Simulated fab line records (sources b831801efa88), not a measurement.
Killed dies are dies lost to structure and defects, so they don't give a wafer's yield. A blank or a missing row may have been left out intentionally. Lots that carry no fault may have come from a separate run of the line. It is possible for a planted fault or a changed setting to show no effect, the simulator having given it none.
Which tool was responsible? | flow sfq_line | 15 lots, 45 wafers sampled, at 1 step of a route of 325

== WHAT THE GAUGES READ, wafer by wafer ==
Not one reading of a measure or inspect step in the record can be checked against a usual standard deviation.

== WHAT TOOL EACH LOT RAN ON (gives the tool, then ch and the chambers of the sampled wafers, and finally the start) ==
lot  | SFQ_TRILAYER_I6_DEP_PECVD_165
L184 | pecvd-01 ch 0,1,2, day 71 01:07
L185 | pecvd-02 ch 1,2, day 75 13:56
L186 | pecvd-02 ch 0,1,2, day 75 18:44
L187 | pecvd-01 ch 0,1,2, day 75 21:08
L188 | pecvd-02 ch 0,1,2, day 75 22:22
L189 | pecvd-04 ch 0,1,2, day 76 03:21
L192 | pecvd-04 ch 0,1, day 76 10:20
L193 | pecvd-04 ch 0,2, day 76 13:56
L197 | pecvd-04 ch 0,2, day 76 18:44
L198 | pecvd-04 ch 0,2, day 76 22:21
L199 | pecvd-04 ch 0,2, day 77 03:19
L201 | pecvd-02 ch 0,1,2, day 79 13:43
L204 | pecvd-02 ch 1,2, day 81 01:10
L206 | pecvd-02 ch 0,1, day 81 20:37
L207 | pecvd-04 ch 0,1,2, day 82 06:14
- SFQ_TRILAYER_I6_DEP_PECVD_165: deposits SiO2 from SiH4/N2O, time 111.11 s, target thk 500 nm.

== WHAT THE TOOLS THEMSELVES READ (means of the sampled wafers that have a number; where no wafer has one, the mark that the record gives instead) ==
SFQ_TRILAYER_I6_DEP_PECVD_165.
lot  | tool     | heater_power_w (W) | run_length_s (s) | throttle_valve_pct (%)
L184 | pecvd-01 | 99                 | 139.6            | 23.3
L185 | pecvd-02 | 91                 | 139.0            | 24.9
L186 | pecvd-02 | 93                 | 138.9            | 24.5
L187 | pecvd-01 | 95                 | 139.3            | 23.7
L188 | pecvd-02 | 95                 | 139.1            | 24.5
L189 | pecvd-04 | 68                 | 139.0            | 26.4
L192 | pecvd-04 | 58                 | 139.2            | 26.7
L193 | pecvd-04 | 76                 | 138.0            | 26.4
L197 | pecvd-04 | 73                 | 134.1            | 26.3
L198 | pecvd-04 | 81                 | 134.1            | 25.8
L199 | pecvd-04 | 79                 | 134.1            | 26.4
L201 | pecvd-02 | 98                 | 139.1            | 24.9
L204 | pecvd-02 | 93                 | 138.9            | 26.1
L206 | pecvd-02 | 102                | 139.1            | 24.7
L207 | pecvd-04 | 71                 | 138.6            | 26.3

== THE ANSWER, worked out from the rows above alone ==
Rule: the lots themselves supply what counts as usual. Put in order of their means at a reading, lots are off if they are a third of the lots or fewer, leave a main group of 4 or more, and stand apart from it by a gap of 3 or more times the standard deviation of the main group's means; of several such gaps the widest counts. The tables above print the reading to a certain number of digits; a main group whose means all agree to those digits is not used. A lot without any number at a reading at which 4 lots or more have one is off too. Where the step has rows for the other lots, those lots are counted as sound. After the gauges, taken in route order, come the tools' own readings; for these a lot's mean is taken, as printed above. At the first step where some lot is off, the reading lying furthest off is the one used; lots without a number count as furthest.
Off, at SFQ_TRILAYER_I6_DEP_PECVD_165 on run_length_s: L197, L198, L199. The main group: mean 139.0 s, standard deviation 0.38.
A tool fits if, at that step or a process step before it, it ran every lot that is off, and no sound lot after the first of them. Not one of the candidates tried fits.

== WHAT THE SIMULATOR PUT IN ==
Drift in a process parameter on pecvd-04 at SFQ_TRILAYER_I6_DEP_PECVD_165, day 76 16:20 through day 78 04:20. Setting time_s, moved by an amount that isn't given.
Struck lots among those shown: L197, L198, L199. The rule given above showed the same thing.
